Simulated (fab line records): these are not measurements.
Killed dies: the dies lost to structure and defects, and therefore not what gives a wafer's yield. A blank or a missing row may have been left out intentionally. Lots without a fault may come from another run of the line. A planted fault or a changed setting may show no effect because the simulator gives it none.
fab line records -- flow sfq_line
record lots=15, wafers=43, last_day=83
route steps=325 shown M0@40 I1@83 M2@99
lots untouched by any fault: they come from a run of this same line in which no faults occurred
start_h: hours from the record's opening day to when the first of the lot's shown wafers began -- wait_h: time in hours since the lot's previous step -- " unchanged from the row above -- L1.1+2: a single row standing in for several wafers -- - value missing, or start not given -- * or withheld: withheld -- < > ~ a bound
route shown NAME@n: names a module that has steps shown in the file, with the first one's number in the route -- usual: mean/standard deviation taken from wafers without a fault -- same: alike in all rows -- chamber/n: place in a boat -- sites: per-site readings -- _std_site: how widely they spread, as a standard deviation -- _edge_site: outer sites' mean less inner sites' -- radius_mm: how far each site lies from the wafer's centre -- mask NAME#n: copy n -- behind: tool/chamber where the wafer was last shaped -- hold: why the lot was held/for how many hours/how that ended -- device: transistor that didn't switch, given as n, p or np -- end of line: tests run on the same wafers once the route is complete -- step lacking rows: just its recipe -- killed: dies lost to structure and defects at the first sort, not the wafer's yield -- map: per-die view of a wafer (x killed, . not killed, _ where there is no die)
set.NAME: the setting as run; set.NAME@STEP: as run at that earlier step -- model.NAME: the simulator's own value behind a step, which no gauge read
a sample of lots followed through the steps of the route, with each step as a table and each wafer as a row
services: a tool's chamber out of use, with start hour (start_h, from the record's first day; less than 0 if before it), hours out, and reason
## steps
# step SFQ_TRILAYER_M0_ETCH_METAL_ETCH_024
# recipe target=Nb, stop_on=SiO2, mask_material=PR, chemistry=Cl2/Ar, target_depth_nm=240, icp_w=600, bias_w=80, pressure_mtorr=10, time_s=120
# usual drypump_motor_current_A=5.6/0.41, oes_product_au=0.892/0.0069, run_length_s=147.9/0.38
lot.wafer,tool,chamber,start_h,wait_h,drypump_motor_current_A,oes_product_au,rf_hours_counter_h,run_length_s
L640.2,rie_metal-04,0,179.75,0.0,6.2,0.889,171,147.4
L640.5,rie_metal-04,0,179.75,0.0,6.2,0.884,-,147.3
L640.6,rie_metal-04,1,179.75,0.0,5.3,0.883,-,147.4
L641.2,rie_metal-01,0,183.35,0.0,5.3,0.895,41,148.2
L641.5,rie_metal-01,1,183.35,0.0,5.7,0.890,-,148.0
L641.6,rie_metal-01,0,183.35,0.0,5.3,0.896,-,148.1
L642.1,rie_metal-03,0,185.75,0.0,6.0,0.891,5,148.1
L642.4,rie_metal-03,0,185.75,0.0,6.0,0.899,-,148.2
L642.5,rie_metal-03,0,185.75,0.0,5.9,0.898,-,148.2
L643.1,rie_metal-03,1,188.33,0.0,5.0,0.894,95,147.9
L643.2,rie_metal-03,0,188.33,0.0,5.9,0.890,5,148.7
L643.3,rie_metal-03,1,188.33,0.0,5.0,0.884,-,147.7
L644.1,rie_metal-01,1,194.15,0.0,5.7,0.890,20,147.7
L644.4,rie_metal-01,0,194.15,0.0,5.3,0.885,-,147.9
L644.6,rie_metal-01,1,194.15,0.0,5.7,0.890,-,148.3
L646.1,rie_metal-03,1,199.00,0.0,5.0,0.886,98,147.9
L646.3,rie_metal-03,1,199.00,0.0,5.0,0.893,-,147.7
L646.6,rie_metal-03,0,199.00,0.0,6.0,0.894,-,148.3
L647.1,rie_metal-04,1,203.89,0.0,5.3,0.892,173,147.4
L647.5,rie_metal-04,0,203.89,0.0,6.2,0.892,-,147.5
L647.6,rie_metal-04,1,203.89,0.0,5.3,0.898,-,147.6
L648.1,rie_metal-03,1,211.05,0.0,5.0,0.891,102,148.2
L648.4,rie_metal-03,0,211.05,0.0,6.0,0.889,-,148.4
L648.6,rie_metal-03,0,211.05,0.0,5.9,0.879,-,148.3
L649.4,rie_metal-03,0,214.70,0.1,5.9,0.885,-,148.4
L649.5,rie_metal-03,1,214.70,0.1,5.0,0.885,-,147.6
L649.6,rie_metal-03,0,214.70,0.1,6.0,0.899,-,149.0
L650.1,rie_metal-01,0,215.85,0.0,5.3,0.890,48,148.4
L650.3,rie_metal-01,1,215.85,0.0,5.6,0.885,-,147.8
L650.5,rie_metal-01,1,215.85,0.0,5.6,0.890,-,147.8
L654.1,rie_metal-01,1,244.44,0.0,5.7,0.898,29,147.5
L654.2,rie_metal-01,0,244.44,0.0,5.3,0.905,53,148.2
L654.3,rie_metal-01,0,244.44,0.0,5.3,1.012,-,122.1
L657.2,rie_metal-01,1,272.78,0.0,5.7,0.892,35,147.4
L657.3,rie_metal-01,1,272.78,0.0,5.7,1.004,-,121.6
L658.4,rie_metal-01,0,275.23,0.1,5.3,1.000,-,122.0
L658.5,rie_metal-01,0,275.23,0.1,5.3,0.901,-,148.2
L662.1,rie_metal-03,1,394.66,0.0,5.0,0.888,127,148.3
L662.2,rie_metal-03,0,394.66,0.0,6.0,0.892,37,148.2
L662.6,rie_metal-03,1,394.66,0.0,5.0,0.901,-,147.8
L663.4,rie_metal-04,1,398.30,0.1,5.3,0.888,-,147.5
L663.5,rie_metal-04,1,398.30,0.1,5.3,0.903,-,147.8
L663.6,rie_metal-04,0,398.30,0.1,6.2,0.895,-,147.6
# step SFQ_TRILAYER_M0_STRIP_STRIP_025
# recipe gas=O2, power_w=200, platen_temp_c=40, overash_fraction=0.65, chemistry=O2, pressure_mtorr=50
# usual drypump_motor_current_A=5.6/0.41, oes_product_au=1.002/0.0069
lot.wafer,tool,chamber,start_h,wait_h,drypump_motor_current_A,oes_product_au,rf_hours_counter_h
L640.2,rie_metal-04,0,179.88,0.1,6.2,0.986,171
L640.5,rie_metal-04,0,179.88,0.1,6.2,0.997,-
L640.6,rie_metal-04,1,179.88,0.1,5.3,0.999,-
L641.2,rie_metal-01,0,183.48,0.1,5.3,1.010,41
L641.5,rie_metal-01,1,183.48,0.1,5.7,1.006,-
L641.6,rie_metal-01,0,183.48,0.1,5.3,1.006,-
L642.1,rie_metal-03,0,185.88,0.1,5.9,0.991,5
L642.4,rie_metal-03,0,185.88,0.1,6.0,0.995,-
L642.5,rie_metal-03,0,185.88,0.1,5.9,0.997,-
L643.1,rie_metal-03,1,188.45,0.1,5.0,0.997,96
L643.2,rie_metal-03,0,188.45,0.1,6.0,1.013,5
L643.3,rie_metal-03,1,188.45,0.1,5.0,1.005,-
L644.1,rie_metal-01,1,194.28,0.1,5.7,0.997,20
L644.4,rie_metal-01,0,194.28,0.1,5.3,1.003,-
L644.6,rie_metal-01,1,194.28,0.1,5.7,1.002,-
L646.1,rie_metal-03,1,199.13,0.1,5.0,0.999,98
L646.3,rie_metal-03,1,199.13,0.1,5.0,0.998,-
L646.6,rie_metal-03,0,199.13,0.1,5.9,1.008,-
L647.1,rie_metal-04,1,204.01,0.1,5.3,1.010,173
L647.5,rie_metal-04,0,204.01,0.1,6.2,1.002,-
L647.6,rie_metal-04,1,204.01,0.1,5.3,1.004,-
L648.1,rie_metal-03,1,211.18,0.1,5.0,0.993,102
L648.4,rie_metal-03,0,211.18,0.1,6.0,0.997,-
L648.6,rie_metal-03,0,211.18,0.1,5.9,1.008,-
L649.4,rie_metal-03,0,214.98,0.2,6.0,1.001,-
L649.5,rie_metal-03,1,214.98,0.2,5.0,1.004,-
L649.6,rie_metal-03,0,214.98,0.2,6.0,1.013,-
L650.1,rie_metal-01,0,215.98,0.1,5.3,1.006,48
L650.3,rie_metal-01,1,215.98,0.1,5.7,0.995,-
L650.5,rie_metal-01,1,215.98,0.1,5.7,0.999,-
L654.1,rie_metal-01,1,244.56,0.1,5.7,0.992,29
L654.2,rie_metal-01,0,244.56,0.1,5.3,1.007,53
L654.3,rie_metal-01,0,244.56,0.1,5.3,0.994,-
L657.2,rie_metal-01,1,272.91,0.1,5.6,0.992,35
L657.3,rie_metal-01,1,272.91,0.1,5.6,1.004,-
L658.4,rie_metal-01,0,275.51,0.2,5.3,1.003,-
L658.5,rie_metal-01,0,275.51,0.2,5.3,1.005,-
L662.1,rie_metal-03,1,394.78,0.1,5.0,1.010,127
L662.2,rie_metal-03,0,394.78,0.1,5.9,1.001,37
L662.6,rie_metal-03,1,394.78,0.1,5.0,1.016,-
L663.4,rie_metal-04,1,398.58,0.2,5.3,0.997,-
L663.5,rie_metal-04,1,398.58,0.2,5.3,1.002,-
L663.6,rie_metal-04,0,398.58,0.2,6.2,0.999,-
# step SFQ_I1_OVL_MEAS_913
# usual I1_OVL=-5/5.5
lot.wafer,tool,chamber,start_h,wait_h,I1_OVL[nm]
L640.2,overlay-02,-,472.55,0.1,-5
L640.5,overlay-02,-,472.55,0.1,-7
L640.6,overlay-02,-,472.55,0.1,-11
L641.2,overlay-02,-,480.88,0.1,-5
L641.5,overlay-02,-,480.88,0.1,-6
L641.6,overlay-02,-,480.88,0.1,-9
L642.1,overlay-01,-,490.48,0.1,0
L642.4,overlay-01,-,490.48,0.1,-2
L642.5,overlay-01,-,490.48,0.1,-2
L643.1,overlay-02,-,495.28,0.1,-6
L643.2,overlay-02,-,495.28,0.1,-4
L643.3,overlay-02,-,495.28,0.1,1
L644.1,overlay-02,-,502.60,0.1,7
L644.4,overlay-02,-,502.60,0.1,5
L644.6,overlay-02,-,502.60,0.1,6
L646.1,overlay-01,-,602.80,0.1,-3
L646.3,overlay-01,-,602.80,0.1,-1
L646.6,overlay-01,-,602.80,0.1,-8
L647.1,overlay-02,-,608.92,0.1,-9
L647.5,overlay-02,-,608.92,0.1,-10
L647.6,overlay-02,-,608.92,0.1,-8
L648.1,overlay-01,-,619.82,0.1,-14
L648.4,overlay-01,-,619.82,0.1,0
L648.6,overlay-01,-,619.82,0.1,-2
L649.4,overlay-02,-,630.64,0.1,-9
L649.5,overlay-02,-,630.64,0.1,-6
L649.6,overlay-02,-,630.64,0.1,-13
L650.1,overlay-01,-,633.02,0.1,-9
L650.3,overlay-01,-,633.02,0.1,-11
L650.5,overlay-01,-,633.02,0.1,-15
L654.1,overlay-01,-,664.47,0.1,-1
L654.2,overlay-01,-,664.47,0.1,-10
L654.3,overlay-01,-,664.47,0.1,-5
L657.2,overlay-02,-,694.03,0.1,-14
L657.3,overlay-02,-,694.03,0.1,-9
L658.4,overlay-02,-,698.84,0.1,-7
L658.5,overlay-02,-,698.84,0.1,-5
L662.1,overlay-01,-,720.42,0.1,-3
L662.2,overlay-01,-,720.42,0.1,-1
L662.6,overlay-01,-,720.42,0.1,3
L663.4,overlay-01,-,722.84,0.1,-10
L663.5,overlay-01,-,722.84,0.1,-13
L663.6,overlay-01,-,722.84,0.1,-14
# step SFQ_TRILAYER_M2_BARC_OPEN_METAL_ETCH_077
# recipe mask_material=PR, chemistry=O2, target_depth_nm=125, target=BARC, icp_w=600, bias_w=80, pressure_mtorr=10, time_s=41.7
# usual drypump_motor_current_A=5.6/0.43, oes_product_au=0.685/0.0039, run_length_s=69.8/0.68
lot.wafer,tool,chamber,start_h,wait_h,drypump_motor_current_A,oes_product_au,rf_hours_counter_h,run_length_s
L640.2,rie_metal-03,0,476.11,0.0,5.9,0.687,49,70.4
L640.5,rie_metal-03,1,476.11,0.0,5.0,0.683,-,70.2
L640.6,rie_metal-03,0,476.11,0.0,6.0,0.688,-,70.1
L641.2,rie_metal-01,0,503.51,0.0,5.3,0.687,96,69.9
L641.5,rie_metal-01,0,503.51,0.0,5.3,0.684,-,70.1
L641.6,rie_metal-01,1,503.51,0.0,5.7,0.687,-,70.1
L642.1,rie_metal-03,1,504.71,0.0,5.0,0.682,144,69.2
L642.4,rie_metal-03,1,504.71,0.0,5.0,0.689,-,69.9
L642.5,rie_metal-03,1,504.71,0.0,5.0,0.687,-,69.3
L643.1,rie_metal-04,1,509.93,0.0,5.3,0.678,35,72.5
L643.2,rie_metal-04,0,509.93,0.0,6.2,0.682,31,71.9
L643.3,rie_metal-04,0,509.93,0.0,6.2,0.683,-,72.7
L644.1,rie_metal-03,0,511.13,0.0,5.9,0.691,53,69.8
L644.4,rie_metal-03,1,511.13,0.0,5.0,0.684,-,69.2
L644.6,rie_metal-03,0,511.13,0.0,5.9,0.686,-,70.6
L646.1,rie_metal-03,0,606.88,0.0,5.9,0.686,69,70.0
L646.3,rie_metal-03,0,606.88,0.0,6.0,0.691,-,70.2
L646.6,rie_metal-03,0,606.88,0.0,5.9,0.679,-,70.2
L647.1,rie_metal-03,0,613.86,0.0,6.0,0.686,70,70.2
L647.5,rie_metal-03,1,613.86,0.0,5.0,0.691,-,69.2
L647.6,rie_metal-03,0,613.86,0.0,5.9,0.684,-,70.1
L648.1,rie_metal-03,1,623.76,0.0,5.0,0.682,3,69.6
L648.4,rie_metal-03,1,623.76,0.0,5.0,0.686,-,69.5
L648.6,rie_metal-03,0,623.76,0.0,5.9,0.690,-,70.0
L649.4,rie_metal-03,1,634.72,0.0,5.0,0.681,-,69.2
L649.5,rie_metal-03,0,634.72,0.0,5.9,0.679,-,70.5
L649.6,rie_metal-03,1,634.72,0.0,5.0,0.681,-,69.5
L650.1,rie_metal-04,1,636.57,0.0,5.3,0.685,48,69.0
L650.3,rie_metal-04,0,636.57,0.0,6.2,0.689,-,69.5
L650.5,rie_metal-04,0,636.57,0.0,6.2,0.688,-,69.4
L654.1,rie_metal-01,1,673.92,0.0,5.7,0.685,92,69.4
L654.2,rie_metal-01,0,673.92,0.0,5.3,0.689,117,69.5
L654.3,rie_metal-01,0,673.92,0.0,5.3,0.687,-,69.9
L657.2,rie_metal-03,0,700.38,0.0,6.0,0.688,84,69.8
L657.3,rie_metal-03,1,700.38,0.0,5.0,0.690,-,69.8
L658.4,rie_metal-04,0,705.20,0.0,6.2,0.695,-,69.5
L658.5,rie_metal-04,0,705.20,0.0,6.2,0.684,-,69.0
L662.1,rie_metal-04,0,736.39,0.0,6.2,0.697,60,69.2
L662.2,rie_metal-04,1,736.39,0.0,5.3,0.687,65,69.8
L662.6,rie_metal-04,0,736.39,0.0,6.2,0.685,-,69.6
L663.4,rie_metal-04,1,738.81,0.0,5.3,0.695,-,69.3
L663.5,rie_metal-04,0,738.81,0.0,6.2,0.682,-,69.5
L663.6,rie_metal-04,1,738.81,0.0,5.3,0.686,-,69.2
## services
tool,chamber,start_h,hours,kind
rie_metal-04,0,185.20,5.8,repair
rie_metal-01,-,201.08,2.8,pm
rie_metal-03,-,239.28,28.1,pm
rie_metal-04,1,258.26,-,clean
rie_metal-04,1,258.26,16.6,scheduled_down
rie_metal-04,1,258.26,16.6,vent_cycle
rie_metal-04,0,275.69,-,clean
rie_metal-04,0,275.69,18.7,scheduled_down
rie_metal-04,0,275.69,18.7,vent_cycle
rie_metal-01,1,335.83,6.1,repair
rie_metal-03,0,443.73,8.6,repair
rie_metal-04,-,507.70,0.7,repair
rie_metal-01,-,508.64,15.6,pm
rie_metal-04,-,510.98,2.8,pm
rie_metal-03,1,577.97,-,clean
rie_metal-03,1,577.97,21.5,scheduled_down
rie_metal-03,1,577.97,21.5,vent_cycle
rie_metal-03,0,616.56,1.3,repair
rie_metal-04,-,621.53,0.4,repair
rie_metal-04,-,713.63,0.6,repair
## key
first_sign step=SFQ_TRILAYER_M0_ETCH_METAL_ETCH_024, reading=run_length_s, direction=down, sigmas=69, usual=*, struck=*
effect step=SFQ_TRILAYER_M0_ETCH_METAL_ETCH_024, reading=oes_product_au, direction=up, sigmas=16, usual=0.892, struck=1.005
met_at SFQ_TRILAYER_M0_ETCH_METAL_ETCH_024
struck_lots L654,L657,L658
struck_wafers L654.3,L657.3,L658.4
not_acting_at SFQ_TRILAYER_M0_STRIP_STRIP_025,SFQ_I1_OVL_MEAS_913,SFQ_TRILAYER_M2_BARC_OPEN_METAL_ETCH_077
onset_between 215.85 244.44
fault kind=process_parameter_drift, tool=rie_metal-01, chamber=-, onset_h=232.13, steps=SFQ_TRILAYER_M0_ETCH_METAL_ETCH_024, channel=time_s, offset=*, shape=step, end_h=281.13, scope=struck_wafers_only, acts_in=*, stated=*
